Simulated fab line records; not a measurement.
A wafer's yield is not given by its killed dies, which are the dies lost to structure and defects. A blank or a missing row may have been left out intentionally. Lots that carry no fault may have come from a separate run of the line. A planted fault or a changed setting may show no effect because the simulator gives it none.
Which tool was responsible? -- flow gf180mcu -- Sampling: 15 lots, 45 wafers, 5 of 602 route steps

## WHAT THE GAUGES SHOWED, per wafer
GF_M3_CD_MEAS_14: the cd target is 280 nm.
lot,measured,on,cdNm (nm)
L548,day 21 13:08,cdSem-01,281.0 281.5 281.4
L549,day 22 02:37,cdSem-01,279.8 280.7 280.7
L550,day 22 10:29,cdSem-01,281.3 281.3 280.3
L553,day 23 15:34,cdSem-02,277.9 277.7 278.0
L554,day 24 03:47,cdSem-02,280.4 279.3 280.9
L555,day 24 04:17,cdSem-01,281.9 281.7 282.3
L557,day 25 04:35,cdSem-02,279.5 279.8 279.1
L559,day 25 13:50,cdSem-02,281.1 281.9 280.6
L560,day 25 23:02,cdSem-01,281.9 281.8 280.8
L562,day 26 13:49,cdSem-01,280.3 280.8 280.8
L563,day 27 04:14,cdSem-01,280.7 279.8 281.0
L564,day 27 05:25,cdSem-01,280.4 280.8 280.3
L568,day 28 13:43,cdSem-01,277.9 278.5 279.8
L569,day 28 17:22,cdSem-02,281.0 279.8 280.8
L570,day 28 18:40,cdSem-02,280.9 282.4 283.8

GF_V3_CD_MEAS_14: the cd target is 260 nm.
lot,measured,on,cdNm (nm)
L548,day 22 14:07,cdSem-02,259.5 260.7 258.6
L549,day 23 03:13,cdSem-02,258.5 260.4 259.9
L550,day 23 10:55,cdSem-02,259.8 259.6 260.3
L553,day 24 15:01,cdSem-02,259.0 258.1 260.3
L554,day 25 02:37,cdSem-01,258.3 258.7 258.3
L555,day 25 02:59,cdSem-01,258.2 258.5 258.5
L557,day 26 03:44,cdSem-02,259.2 260.3 260.6
L559,day 26 12:10,cdSem-01,258.8 259.8 259.3
L560,day 26 21:13,cdSem-02,257.8 258.9 256.7
L562,day 27 11:04,cdSem-02,260.9 260.0 259.9
L563,day 28 01:40,cdSem-01,260.7 261.9 262.1
L564,day 28 03:25,cdSem-01,290.5 290.9 291.3
L568,day 29 10:04,cdSem-02,260.4 259.3 260.2
L569,day 29 13:35,cdSem-01,287.6 287.7 286.9
L570,day 29 15:13,cdSem-02,285.3 286.2 286.1

GF_V3_RS_MEAS_24: measurement is done with a four-point probe.
lot,measured,on,V3_W_RS (ohm/sq)
L548,day 22 15:10,filmMetro-01,0.333 0.328 0.332
L549,day 23 04:15,filmMetro-01,0.324 0.323 0.326
L550,day 23 12:05,filmMetro-04,0.326 0.322 0.321
L553,day 24 16:23,filmMetro-03,0.327 0.330 0.332
L554,day 25 03:43,filmMetro-01,0.333 0.328 0.329
L555,day 25 04:04,filmMetro-03,0.327 0.326 0.328
L557,day 26 04:46,filmMetro-03,0.323 0.325 0.325
L559,day 26 13:13,filmMetro-01,0.328 0.326 0.332
L560,day 26 22:14,filmMetro-04,0.330 0.331 0.332
L562,day 27 12:07,filmMetro-03,0.330 0.330 0.331
L563,day 28 02:46,filmMetro-01,0.328 0.328 0.331
L564,day 28 04:32,filmMetro-01,0.326 0.331 0.331
L568,day 29 11:06,filmMetro-04,0.329 0.326 0.330
L569,day 29 14:37,filmMetro-03,0.326 0.327 0.325
L570,day 29 16:16,filmMetro-04,0.327 0.334 0.325

## WHICH TOOL RAN EACH LOT (tool, then ch and the chambers of the sampled wafers, then the start)
lot,GF_V3_SOFTBAKE_10,GF_V3_STRIP_18
L548,"lithoTrack-03 ch 0, day 22 02:00","plasmaAsher-04 ch 0,1, day 22 14:25"
L549,"lithoTrack-02 ch 0, day 22 15:00","plasmaAsher-04 ch 0,1, day 23 03:30"
L550,"lithoTrack-04 ch 0, day 22 23:00","plasmaAsher-04 ch 0,1, day 23 11:19"
L553,"lithoTrack-02 ch 0, day 24 04:00","plasmaAsher-03 ch 0,1, day 24 15:18"
L554,"lithoTrack-03 ch 0, day 24 16:00","plasmaAsher-01 ch 0,1, day 25 02:55"
L555,"lithoTrack-02 ch 0, day 24 16:00","plasmaAsher-03 ch 0,1, day 25 03:16"
L557,"lithoTrack-02 ch 0, day 25 17:00","plasmaAsher-03 ch 0,1, day 26 04:01"
L559,"lithoTrack-04 ch 0, day 26 01:00","plasmaAsher-04 ch 0,1, day 26 12:28"
L560,"lithoTrack-02 ch 0, day 26 10:00","plasmaAsher-01 ch 0,1, day 26 21:29"
L562,"lithoTrack-04 ch 0, day 27 01:00","plasmaAsher-03 ch 0,1, day 27 11:21"
L563,"lithoTrack-02 ch 0, day 27 15:00","plasmaAsher-04 ch 0,1, day 28 01:56"
L564,"lithoTrack-02 ch 0, day 27 17:00","plasmaAsher-03 ch 0,1, day 28 03:43"
L568,"lithoTrack-04 ch 0, day 29 00:00","plasmaAsher-03 ch 0,1, day 29 10:22"
L569,"lithoTrack-02 ch 0, day 29 04:00","plasmaAsher-04 ch 0, day 29 13:51"
L570,"lithoTrack-02 ch 0, day 29 05:00","plasmaAsher-01 ch 0,1, day 29 15:31"
- GF_V3_SOFTBAKE_10: time 60 s.
- GF_V3_STRIP_18: strips in O2/N2.

## WHAT THE TOOLS THEMSELVES READ (means of the sampled wafers that have a number; where no wafer has one, the mark that the record gives instead)
GF_V3_SOFTBAKE_10.
lot,tool,heaterPowerTotalW (W),plateTempC (C),resistLineTempC (C)
L548,lithoTrack-03,93.09,130.08,22.94
L549,lithoTrack-02,93.04,129.98,23.21
L550,lithoTrack-04,93.03,130.00,22.93
L553,lithoTrack-02,93.04,129.92,23.08
L554,lithoTrack-03,92.99,129.97,22.96
L555,lithoTrack-02,92.99,129.91,22.99
L557,lithoTrack-02,93.06,129.95,23.11
L559,lithoTrack-04,93.07,130.07,23.02
L560,lithoTrack-02,93.06,130.16,23.13
L562,lithoTrack-04,93.05,130.12,23.08
L563,lithoTrack-02,93.02,129.95,23.01
L564,lithoTrack-02,101.83,139.25,22.84
L568,lithoTrack-04,93.06,130.04,23.07
L569,lithoTrack-02,101.86,139.56,22.88
L570,lithoTrack-02,101.81,139.45,22.93

GF_V3_STRIP_18.
lot,tool,drypumpMotorCurrentA (A),heaterPowerW (W),oesProductAu (a.u.)
L548,plasmaAsher-04,5.3,339,0.596
L549,plasmaAsher-04,5.3,339,0.595
L550,plasmaAsher-04,5.2,339,0.587
L553,plasmaAsher-03,4.9,302,0.593
L554,plasmaAsher-01,6.0,360,0.592
L555,plasmaAsher-03,4.9,306,0.590
L557,plasmaAsher-03,4.9,309,0.599
L559,plasmaAsher-04,5.2,348,0.593
L560,plasmaAsher-01,6.4,339,0.590
L562,plasmaAsher-03,5.0,307,0.592
L563,plasmaAsher-04,5.2,344,0.594
L564,plasmaAsher-03,4.9,303,0.589
L568,plasmaAsher-03,5.0,304,0.595
L569,plasmaAsher-04,5.4,341,0.584
L570,plasmaAsher-01,6.4,342,0.587

## THE ANSWER, worked out from the rows above alone
Rule: the lots themselves supply what counts as usual. The widest of any qualifying gaps counts: lots, ordered by their means at a reading, are off when they make up no more than a third of the lots, leave a main group of 4 or more, and stand apart from it by 3 or more times the standard deviation of that group's means. If all means in a main group match to the digits the tables above print for the reading, that group is not used. Also off: a lot with no number at a reading for which 4 or more lots have one. All remaining lots with rows at the step are treated as sound. Order of review: gauges by route order, followed by the tools' own readings, for which a lot's mean as printed above is used. At the first step where some lot is off, the reading lying furthest off is the one used; lots without a number count as furthest.
Off: L564, L569, L570 (GF_V3_CD_MEAS_14, cdNm). Main group: mean 259.5 nm, sd 0.96.
If a tool, at a process step before that reading, ran all the lots that are off and no sound lot after the first of them, it fits. Not tried: the gauges at GF_V3_CD_MEAS_14; whatever is off there is also off at GF_V3_SOFTBAKE_10, on other tools, and gauge error can't account for it. One candidate fits, namely lithoTrack-02 at GF_V3_SOFTBAKE_10. A fault onset in the window from L563 (day 27 15:00, its last sound lot) to L564 (day 27 17:00, its first lot off) fits.
The tool's own readings at GF_V3_SOFTBAKE_10 bear it out: on the lots that are off they differ by more than 5 times the standard deviation of the sound lots' means. heaterPowerTotalW reads 101.83 W there against 93.04 W on the sound lots; plateTempC reads 139.42 C there against 130.01 C on the sound lots.

## WHAT HAD BEEN PUT IN BY THE SIMULATOR
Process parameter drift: lithoTrack-02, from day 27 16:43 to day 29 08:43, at GF_V3_SOFTBAKE_10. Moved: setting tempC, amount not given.
Struck lots among those shown: L564, L569, L570. This agrees with what the rule above found.
